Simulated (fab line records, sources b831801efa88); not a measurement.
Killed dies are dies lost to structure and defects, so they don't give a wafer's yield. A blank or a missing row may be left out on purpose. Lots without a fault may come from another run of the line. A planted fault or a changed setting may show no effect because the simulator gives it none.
Which tool did it? | flow gf180mcu | 12 lots, 34 wafers sampled, at 5 steps of a route of 602

WHAT THE GAUGES READ, wafer by wafer
GF_STI_THK_MEAS_24.
lot  | measured    | on            | STI_CVD_23_THK (nm)
L344 | day 2 06:29 | film_metro-01 | 658 650 649
L345 | day 2 10:25 | film_metro-04 | 650 654 644
L346 | day 2 16:53 | film_metro-03 | 652 652 649
L347 | day 2 23:43 | film_metro-01 | 647 648 651
L348 | day 3 01:28 | film_metro-01 | 649 654 655
L349 | day 3 05:41 | film_metro-04 | 666 661 658
L350 | day 3 09:58 | film_metro-03 | 650 652 646
L352 | day 3 21:26 | film_metro-01 | 646 648 664
L358 | day 5 04:27 | film_metro-01 | 911 911 652 912 910 652
L360 | day 5 14:29 | film_metro-04 | 914 914
L363 | day 6 05:48 | film_metro-01 | 656 651 652
L367 | day 7 02:38 | film_metro-04 | 662 657 649

GF_DUAL_GATE_THK_MEAS_03.
lot  | measured     | on            | DUAL_GATE_OXIDATION_00_THK (nm)
L344 | day 7 21:09  | film_metro-03 | 10.91 11.16 11.11
L345 | day 8 00:47  | film_metro-04 | 10.34 10.52 10.49
L346 | day 8 11:35  | film_metro-01 | 10.57 10.66 10.76
L347 | day 8 18:17  | film_metro-04 | 10.60 10.58 10.62
L348 | day 8 22:02  | film_metro-03 | 11.29 11.32 11.30
L349 | day 9 01:27  | film_metro-01 | 11.05 10.93 10.97
L350 | day 9 08:02  | film_metro-03 | 10.75 10.79 10.65
L352 | day 9 22:40  | film_metro-03 | 11.17 11.03 11.02
L358 | day 11 12:58 | film_metro-01 | 11.15 11.08 11.18
L360 | day 12 03:59 | film_metro-03 | 11.41
L363 | day 12 20:26 | film_metro-01 | 11.03 11.21 11.06
L367 | day 14 01:32 | film_metro-04 | 11.51 11.36 11.48

GF_CONTACT_BOW_MEAS_05.
lot  | measured     | on            | CONTACT_BOW (um)
L344 | day 15 11:36 | film_metro-03 | 63 74 82
L345 | day 15 12:25 | film_metro-02 | 70 64 62
L346 | day 16 03:42 | film_metro-03 | 70 68 65
L347 | day 16 12:52 | film_metro-02 | 51 51 67
L348 | day 16 19:20 | film_metro-02 | 71 73 81
L349 | day 16 21:02 | film_metro-04 | 65 60 72
L350 | day 17 06:17 | film_metro-02 | 66 44 64
L352 | day 18 02:22 | film_metro-02 | 63 72 70
L358 | day 20 10:03 | film_metro-02 | 78 69 73
L360 | day 21 00:08 | film_metro-04 | 68
L363 | day 21 21:37 | film_metro-02 | 57 52 64
L367 | day 23 05:17 | film_metro-04 | 70 74 80

WHICH TOOL RAN EACH LOT (tool, then ch and the chambers of the sampled wafers, then the start)
lot  | GF_STI_CVD_23                   | GF_STI_CMP_25
L344 | hdpcvd-01 ch 0,2, day 2 06:24   | cmp-01 ch 2,3, day 2 06:32
L345 | hdpcvd-02 ch 0,1, day 2 10:20   | cmp-01 ch 2,3, day 2 10:28
L346 | hdpcvd-02 ch 0,1,2, day 2 16:49 | cmp-02 ch 0,2,3, day 2 17:04
L347 | hdpcvd-01 ch 0,1, day 2 23:38   | cmp-01 ch 1,3, day 2 23:49
L348 | hdpcvd-02 ch 0,1,2, day 3 01:22 | cmp-01 ch 0,1,3, day 3 01:40
L349 | hdpcvd-02 ch 0,2, day 3 05:37   | cmp-01 ch 0,1,3, day 3 05:44
L350 | hdpcvd-02 ch 1,2, day 3 09:53   | cmp-02 ch 1,2,3, day 3 10:02
L352 | hdpcvd-02 ch 0,1,2, day 3 21:20 | cmp-01 ch 1,3, day 3 21:32
L358 | hdpcvd-01 ch 0,2, day 5 04:22   | cmp-01 ch 0,3, day 5 07:24
L360 | hdpcvd-01 ch 0, day 5 14:23     | cmp-01 ch 1, day 5 17:10
L363 | hdpcvd-02 ch 0,1,2, day 6 05:43 | cmp-01 ch 0,1, day 6 05:54
L367 | hdpcvd-02 ch 0,1, day 7 02:32   | cmp-02 ch 0,3, day 7 02:41
- GF_STI_CVD_23: deposits SiO2, target thk 650 nm, time 108.3 s.
- GF_STI_CMP_25: polishes, stops on Si3N4, t overpolish 33 s, target thk 524.6 nm.

WHAT THE TOOLS THEMSELVES READ (means of the sampled wafers that have a number; where no wafer has one, the mark that the record gives instead)
GF_STI_CVD_23.
lot  | tool      | sih4_flow_sccm (sccm)
L344 | hdpcvd-01 | 59.79
L345 | hdpcvd-02 | 59.92
L346 | hdpcvd-02 | 59.98
L347 | hdpcvd-01 | 59.81
L348 | hdpcvd-02 | 59.95
L349 | hdpcvd-02 | 59.99
L350 | hdpcvd-02 | 59.98
L352 | hdpcvd-02 | 60.02
L358 | hdpcvd-01 | 59.68
L360 | hdpcvd-01 | 60.26
L363 | hdpcvd-02 | 60.06
L367 | hdpcvd-02 | 60.09

GF_STI_CMP_25.
lot  | tool   | motor_current_A (A) | retaining_ring_pressure_frac | time_to_endpoint_s (s)
L344 | cmp-01 | 12.5                | 1.002                        | 123
L345 | cmp-01 | 12.5                | 0.996                        | 127
L346 | cmp-02 | 12.2                | 0.996                        | 126
L347 | cmp-01 | 11.3                | 0.999                        | 123
L348 | cmp-01 | 11.3                | 0.995                        | 125
L349 | cmp-01 | 11.4                | 1.000                        | 123
L350 | cmp-02 | 13.4                | 0.994                        | 120
L352 | cmp-01 | 11.3                | 1.001                        | 120
L358 | cmp-01 | 11.3                | 0.999                        | 151
L360 | cmp-01 | 11.3                | 1.007                        | 170
L363 | cmp-01 | 11.4                | 0.995                        | 115
L367 | cmp-02 | 13.4                | 1.002                        | 130

THE ANSWER, worked out from the rows above alone
Rule: what is usual is taken from the lots themselves. Put in order of their means at a reading, lots are off if they are a third of the lots or fewer, leave a main group of 4 or more, and stand apart from it by a gap of 3 or more times the standard deviation of the main group's means; of several such gaps the widest counts. A main group whose means are all the same, to the digits that the tables above print for the reading, isn't used. A lot without any number at a reading at which 4 lots or more have one is off too. The other lots that the step has rows for count as sound. The gauges are gone through in route order, then the tools' own readings, and for those a lot's mean is taken as printed above. The first step at which some lot is off is used, and at that step the reading that is off furthest; a lot without a number counts as furthest.
Off: L358, L360, at GF_STI_THK_MEAS_24 (STI_CVD_23_THK). The main group: mean 653 nm, standard deviation 3.7.
A tool fits if, at a process step before that reading, it ran every lot that is off, and no sound lot after the first of them. The gauges at GF_STI_THK_MEAS_24 aren't tried: what is off there is off at GF_STI_CMP_25 too, on other tools, and a gauge's error can't cause that. One fits: hdpcvd-01 at GF_STI_CVD_23. Its last sound lot is L347 (day 2 23:38), its first lot that is off L358 (day 5 04:22): a fault that began between those two fits.

WHAT THE SIMULATOR HAD PUT IN
Process parameter drift: hdpcvd-01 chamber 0, from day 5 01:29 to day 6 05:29, at GF_STI_CVD_23. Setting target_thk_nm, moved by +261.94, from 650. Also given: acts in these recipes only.
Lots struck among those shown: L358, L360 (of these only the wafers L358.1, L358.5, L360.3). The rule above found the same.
